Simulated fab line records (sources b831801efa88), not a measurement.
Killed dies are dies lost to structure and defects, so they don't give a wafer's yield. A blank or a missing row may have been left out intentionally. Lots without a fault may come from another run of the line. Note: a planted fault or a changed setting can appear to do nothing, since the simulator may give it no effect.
fab line records | flow sfqLine
[record] lots = 14 wafers = 42 lastDay = 88
route steps=325 shown L0V@16
lots untouched by any fault: they come from a run of this same line in which no faults occurred
startH: start of the lot's first displayed wafer, in hours after the record's first day | waitH: hours from the lot's prior step to this one | " identical to the entry in the row above | L1.1+2: a single row standing in for several wafers | - either no value or no given start | * or withheld: withheld | < > ~ a bound
route shown NAME@n: names a module that has steps shown in the file, with the first one's number in the route | usual: mean/standard deviation taken from wafers without a fault | same: alike in all rows | chamber/n: place in a boat | sites: each site's reading | _std_site: the standard deviation of these | _edge_site: outer sites' mean less inner sites' | radiusMm: how far each site lies from the wafer's centre | mask NAME#n: copy n | behind: tool/chamber where the wafer was last shaped | hold: the reason the lot was held/the length of the hold in hours/how it ended | device: whichever transistor did not switch (one of n, p or np) | end of line: the same wafers' tests at the end of the route | a step given without rows: its recipe and nothing more | killed: count of dies lost to structure and defects at first sort (not the wafer's yield) | map: the dies of a wafer, with x for killed, . for not killed, _ for no die there
set.NAME: setting as actually run; set.NAME@STEP: the setting as run at that earlier step | model.NAME: the simulator's own value behind a step, which no gauge read
steps of the route over a sample of lots; a table a step, a row a wafer
services: the hour from which a tool's chamber was out of use, counted from the record's first day as startH (under 0 if before that day), plus the number of hours and why
[[steps]]
[step SFQ_TRILAYER_L0_CAP_PECVD_011]
[recipe] material = SiO2 tempC = 150 timeS = 13.333 pressureTorr = 2.4 rfW = 183.3 precursor = SiH4/N2O targetThkNm = 60
[usual] heaterPowerOuterW = 27/7.3 heaterPowerW = 77/12 susceptorTempC = 150.00/0.16 throttleValvePct = 26.4/2.7
// columns lot.wafer tool chamber startH waitH heaterPowerOuterW heaterPowerW susceptorTempC throttleValvePct
L126.1 pecvd-01 0 82.39 0.0 31 84 149.97 25.0
L126.4 " 1 " " 30 93 150.14 24.3
L126.5 " 0 " " 30 87 149.92 24.8
L127.1 pecvd-03 0 90.79 0.0 36 88 150.31 29.1
L127.3 " 1 " " 33 74 150.19 26.1
L127.5 " 2 " " 19 65 149.76 31.5
L130.1 pecvd-03 2 108.29 0.0 22 68 149.82 31.8
L130.2 " 1 " " 29 66 149.99 25.9
L130.3 " 0 " " 25 81 150.17 29.0
L132.1 pecvd-03 0 119.09 0.0 29 81 150.00 29.3
L132.3 " 2 " " 22 69 149.74 31.8
L132.5 " 0 " " 29 81 150.07 29.2
L135.3 pecvd-03 2 134.53 0.0 22 71 149.95 31.6
L135.4 " 0 " " 26 77 150.28 29.1
L135.6 " 2 " " 21 69 149.69 31.6
L139.1 pecvd-01 2 151.37 0.0 28 74 150.22 24.1
L139.2 " 1 " " 17 79 149.88 24.2
L139.3 " 0 " " 42 100 149.93 25.1
L141.1 pecvd-02 1 165.53 0.0 7 45 150.10 26.1
L141.2 " 0 " " 28 76 150.09 25.9
L141.4 " 2 " " 30 78 150.35 24.2
L143.1 pecvd-01 2 177.55 0.0 28 73 150.05 24.5
L143.2 " 1 " " 21 82 150.04 24.4
L143.4 " 2 " " 28 71 150.03 24.2
L144.2 pecvd-01 0 187.05 0.0 35 91 150.14 25.5
L144.3 " 1 " " 27 90 150.13 24.5
L144.6 " 0 " " 37 93 149.90 25.6
L145.3 pecvd-01 2 194.25 0.0 32 77 150.01 24.5
L145.5 " 1 " " 28 94 149.71 24.6
L145.6 " 2 " " 32 78 149.91 24.3
L146.1 pecvd-03 2 202.65 0.0 20 65 150.01 31.7
L146.2 " 1 " " 27 65 150.06 25.9
L146.5 " 1 " " 28 68 149.95 26.0
L147.2 pecvd-02 1 208.66 0.0 13 56 150.16 23.7
L147.3 " 2 " " 27 80 149.85 22.5
L147.6 " 0 " " 31 81 149.87 22.3
L148.1 pecvd-01 0 220.58 0.0 41 99 150.13 25.4
L148.2 " 1 " " 20 83 149.70 24.6
L148.4 " 1 " " 21 84 149.96 24.5
L149.1 pecvd-02 2 227.76 0.0 21 70 149.94 22.6
L149.2 " 1 " " 13 56 149.81 24.0
L149.5 " 1 " " 14 56 149.89 23.7
[step SFQ_TRILAYER_L0_VIA_ETCH_VIA_ETCH_016]
[recipe] target = SiO2 stopOn = MoNx_KI maskMaterial = PR chemistry = CHF3 targetDepthNm = 80 sourceW = 500 biasW = 80 pressureMtorr = 30 timeS = withheld
[usual] biasW = 80.00/0.24 drypumpMotorCurrentA = 5.9/0.71 oesProductAu = 0.840/0.007
// columns lot.wafer tool chamber startH waitH biasW drypumpMotorCurrentA oesProductAu
L126.1 rieDiel-01 0 156.53 0.0 80.11 5.3 0.838
L126.4 " 1 " " 80.15 4.8 0.839
L126.5 " 1 " " 80.04 4.8 0.843
L127.1 rieDiel-01 3 165.92 0.0 79.92 6.7 0.833
L127.3 " 0 " " 79.88 5.3 0.825
L127.5 " 1 " " 80.05 4.8 0.845
L130.1 rieDiel-04 1 194.64 0.0 80.20 5.3 0.834
L130.2 " 0 " " 79.67 5.4 0.835
L130.3 " 2 " " 79.93 5.5 0.835
L132.1 rieDiel-04 2 211.44 0.0 80.75 5.5 0.838
L132.3 " 1 " " 79.82 5.3 0.689
L132.5 " 0 " " 80.26 5.4 0.839
L135.3 rieDiel-03 3 236.56 0.0 79.90 5.9 0.698
L135.4 " 1 " " 79.93 6.5 0.708
L135.6 " 3 " " 80.15 5.9 0.857
L139.1 rieDiel-01 0 258.16 0.0 80.06 5.3 0.830
L139.2 " 2 " " 79.95 6.8 0.829
L139.3 " 3 " " 79.74 6.8 0.841
L141.1 rieDiel-01 0 272.68 0.0 80.01 5.3 0.829
L141.2 " 2 " " 79.96 6.7 0.840
L141.4 " 3 " " 79.81 6.8 0.848
L143.1 rieDiel-04 0 288.08 0.0 79.84 5.4 0.844
L143.2 " 3 " " 79.97 6.6 0.828
L143.4 " 1 " " 79.93 5.3 0.836
L144.2 rieDiel-04 1 298.66 0.0 80.17 5.3 0.827
L144.3 " 3 " " 80.02 6.6 0.836
L144.6 " 1 " " 80.22 5.3 0.843
L145.3 rieDiel-04 2 307.23 0.2 80.15 5.5 0.832
L145.5 " 2 " " 80.27 5.5 0.839
L145.6 " 1 " " 79.81 5.3 0.849
L146.1 rieDiel-01 3 310.66 0.0 79.94 6.7 0.838
L146.2 " 1 " " 80.07 4.8 0.837
L146.5 " 1 " " 80.44 4.8 0.837
L147.2 rieDiel-04 1 317.86 0.0 79.70 5.3 0.833
L147.3 " 0 " " 80.20 5.4 0.830
L147.6 " 2 " " 79.98 5.5 0.831
L148.1 rieDiel-04 0 333.37 0.0 79.94 5.4 0.852
L148.2 " 1 " " 79.92 5.3 0.841
L148.4 " 3 " " 80.18 6.7 0.845
L149.1 rieDiel-03 1 338.17 0.0 80.00 6.6 0.847
L149.2 " 0 " " 79.93 6.3 0.834
L149.5 " 2 " " 80.27 5.3 0.847
[[services]]
// columns tool chamber startH hours kind
rieDiel-04 0 63.37 4.1 repair
rieDiel-01 1 77.48 4.2 repair
pecvd-02 0 100.14 23.4 repair
rieDiel-01 1 119.96 6.1 repair
pecvd-03 - 131.25 0.2 repair
pecvd-02 2 155.67 5.4 repair
pecvd-03 - 166.69 2.8 pm
rieDiel-01 - 171.86 0.2 repair
pecvd-03 2 176.88 2.5 repair
rieDiel-01 1 183.59 4.4 repair
rieDiel-03 0 188.74 10.0 repair
rieDiel-03 - 190.31 0.8 repair
pecvd-02 - 194.25 14.0 pm
rieDiel-01 2 198.07 2.2 repair
rieDiel-04 2 198.97 4.1 repair
pecvd-01 - 243.56 8.5 repair
rieDiel-04 1 251.40 3.4 repair
rieDiel-03 3 251.75 8.8 repair
rieDiel-03 2 259.11 8.9 repair
rieDiel-01 - 274.37 2.5 repair
pecvd-02 - 295.08 1.4 repair
rieDiel-04 2 296.02 5.6 repair
rieDiel-03 0 306.40 2.3 repair
rieDiel-01 0 311.68 10.5 repair
[[key]]
[firstSign] step = SFQ_TRILAYER_L0_VIA_ETCH_VIA_ETCH_016 reading = oesProductAu direction = down sigmas = 20 usual = 0.840 struck = 0.698
effect none on later readings
metAt SFQ_TRILAYER_L0_CAP_PECVD_011
struckLots L132,L135
struckWafers L132.3,L135.3,L135.4
onsetBetween 108.29 119.09
[fault] kind = processParameterDrift tool = pecvd-03 chamber = - onsetH = 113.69 steps = SFQ_TRILAYER_L0_CAP_PECVD_011 channel = targetThkNm offset = -19.069 shape = step endH = 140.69 scope = struckWafersOnly actsIn = theseRecipesOnly stated = 60
